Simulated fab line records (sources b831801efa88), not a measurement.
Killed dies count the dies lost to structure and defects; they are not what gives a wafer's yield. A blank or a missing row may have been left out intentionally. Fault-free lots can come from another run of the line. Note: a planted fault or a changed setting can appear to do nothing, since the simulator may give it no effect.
The tool behind it: which one?	flow gf180mcu	12 lots with 35 wafers sampled at 3 steps, on a route of 602 steps

## WHAT THE GAUGES READ, wafer by wafer
GF_V5_THK_MEAS_01.
lot	measured	on	V5_CVD_00_THK (nm)
L874	day 27 04:23	film_metro-04	304.4 302.8 299.0
L875	day 27 14:20	film_metro-02	298.4 300.4 299.7
L876	day 27 15:08	film_metro-04	301.0 299.9 300.9
L880	day 28 18:36	film_metro-02	297.6 302.7 304.2
L881	day 29 00:52	film_metro-01	302.5 304.4 302.9
L882	day 29 15:08	film_metro-02	299.7 295.6 300.1
L884	day 30 02:16	film_metro-04	296.5 301.1 298.3
L885	day 30 07:00	film_metro-01	299.2 307.7 303.1
L887	day 31 00:49	film_metro-01	299.8 298.6
L893	day 32 09:52	film_metro-04	303.5 301.7 301.6
L894	day 32 16:38	film_metro-04	303.2 305.3 303.8
L895	day 32 18:04	film_metro-02	292.9 296.1 294.0

GF_V5_CD_MEAS_14: the cd target is 260 nm.
lot	measured	on	cd_nm (nm)
L874	day 28 00:58	cd_sem-02	259.2 258.2 258.3
L875	day 28 10:08	cd_sem-01	260.5 260.3 261.4
L876	day 28 11:06	cd_sem-02	259.6 258.8 258.4
L880	day 29 13:56	cd_sem-02	257.2 258.2 256.8
L881	day 29 20:08	cd_sem-01	261.0 260.3 260.2
L882	day 30 10:07	cd_sem-01	259.9 260.7 260.5
L884	day 30 21:08	cd_sem-01	260.5 260.2 259.6
L885	day 31 00:56	cd_sem-01	257.0 257.1 257.9
L887	day 31 18:16	cd_sem-02	260.0 259.8
L893	day 33 03:08	cd_sem-02	259.8 259.0 258.5
L894	day 33 08:50	cd_sem-02	262.5 261.8 261.3
L895	day 33 10:41	cd_sem-01	260.2 262.5 260.6

GF_TOP_METAL_CD_MEAS_14: the cd target is 440 nm.
lot	measured	on	cd_nm (nm)
L874	day 28 22:02	cd_sem-01	442.9 443.5 443.3
L875	day 29 07:42	cd_sem-01	442.5 439.9 441.2
L876	day 29 08:01	cd_sem-02	438.5 437.2 439.9
L880	day 30 10:17	cd_sem-02	439.8 442.8 441.8
L881	day 30 16:30	cd_sem-02	442.1 440.0 441.3
L882	day 31 05:40	cd_sem-01	439.4 438.3 440.1
L884	day 31 15:36	cd_sem-01	439.3 437.1 439.4
L885	day 31 19:18	cd_sem-01	440.2 442.5 444.0
L887	day 32 13:07	cd_sem-01	441.1 440.4
L893	day 33 20:26	cd_sem-01	437.9 436.6 438.5
L894	day 34 01:53	cd_sem-02	442.7 443.7 443.1
L895	day 34 03:44	cd_sem-02	440.2 440.1 439.6

## EACH LOT AND THE TOOL THAT RAN IT (in order: tool; ch and the chambers of the sampled wafers; start)
The record holds no process step before these readings.

## AS READ BY THE TOOLS THEMSELVES (means over the sampled wafers that have a number; for cases with no such wafer, the mark the record gives instead)
The record holds no such reading with a usual standard deviation.

## THE ANSWER, worked out from the rows above alone
Rule: what is usual is taken from the lots themselves. The widest of any qualifying gaps counts: lots, ordered by their means at a reading, are off when they make up no more than a third of the lots, leave a main group of 4 or more, and stand apart from it by 3 or more times the standard deviation of that group's means. A main group is skipped when, at the precision printed for the reading in the tables above, its means are all equal. A lot without any number at a reading at which 4 lots or more have one is off too. All remaining lots with rows at the step are treated as sound. The gauges are gone through in route order, then the tools' own readings, and for those a lot's mean is taken as printed above. At the first step where some lot is off, the reading lying furthest off is the one used; lots without a number count as furthest.
No lot is off at any reading shown: from this, nothing can be told.

## WHAT HAD BEEN PUT IN BY THE SIMULATOR
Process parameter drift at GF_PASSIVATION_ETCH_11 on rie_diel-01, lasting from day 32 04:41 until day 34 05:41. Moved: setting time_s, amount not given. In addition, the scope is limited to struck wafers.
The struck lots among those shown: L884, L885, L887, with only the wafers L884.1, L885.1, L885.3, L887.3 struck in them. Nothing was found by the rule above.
